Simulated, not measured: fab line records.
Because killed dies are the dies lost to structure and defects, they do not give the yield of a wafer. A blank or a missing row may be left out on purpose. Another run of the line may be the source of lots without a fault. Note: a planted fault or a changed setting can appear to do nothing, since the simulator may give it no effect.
The tool behind it: which one? | flow sky130 | at 1 step of a route of 708, 12 lots with 36 wafers sampled

## WHAT EACH GAUGE READ, for each wafer
SKY_LDD_P_OVL_MEAS_08.
lot  | measured     | on         | LDD_P_OVL (nm)
L075 | day 19 10:01 | overlay-02 | -1.5 -3.3 -1.4
L077 | day 19 22:47 | overlay-01 | -3.6 -1.2 -0.9
L079 | day 21 09:32 | overlay-02 | 1.2 0.6 1.2
L081 | day 21 21:34 | overlay-01 | -1.0 0.2 -1.1
L085 | day 23 07:43 | overlay-01 | 1.2 2.9 1.7
L083 | day 23 11:03 | overlay-01 | 1.2 1.1 0.6
L087 | day 24 07:26 | overlay-01 | -0.7 -2.8 -1.8
L089 | day 25 06:14 | overlay-01 | -0.8 -1.2 0.4
L091 | day 25 08:58 | overlay-02 | 0.2 -0.4 -0.7
L093 | day 25 22:12 | overlay-02 | 1.5 0.7 0.9
L095 | day 26 05:02 | overlay-01 | 1.5 0.8 1.7
L097 | day 27 06:11 | overlay-01 | 1.3 0.9 1.3

## WHAT TOOL EACH LOT RAN ON (gives the tool, then ch and the chambers of the sampled wafers, and finally the start)
No process step before these readings appears in the record.

## THE ANSWER, worked out from the rows above alone
Rule: the lots themselves supply what counts as usual. Put in order of their means at a reading, lots are off if they are a third of the lots or fewer, leave a main group of 4 or more, and stand apart from it by a gap of 3 or more times the standard deviation of the main group's means; of several such gaps the widest counts. If all means in a main group match to the digits the tables above print for the reading, that group is not used. A lot without any number at a reading at which 4 lots or more have one is off too. All remaining lots with rows at the step are treated as sound.
No lot is off at any reading shown: from this, nothing can be told.

## WHAT THE SIMULATOR HAD INSERTED
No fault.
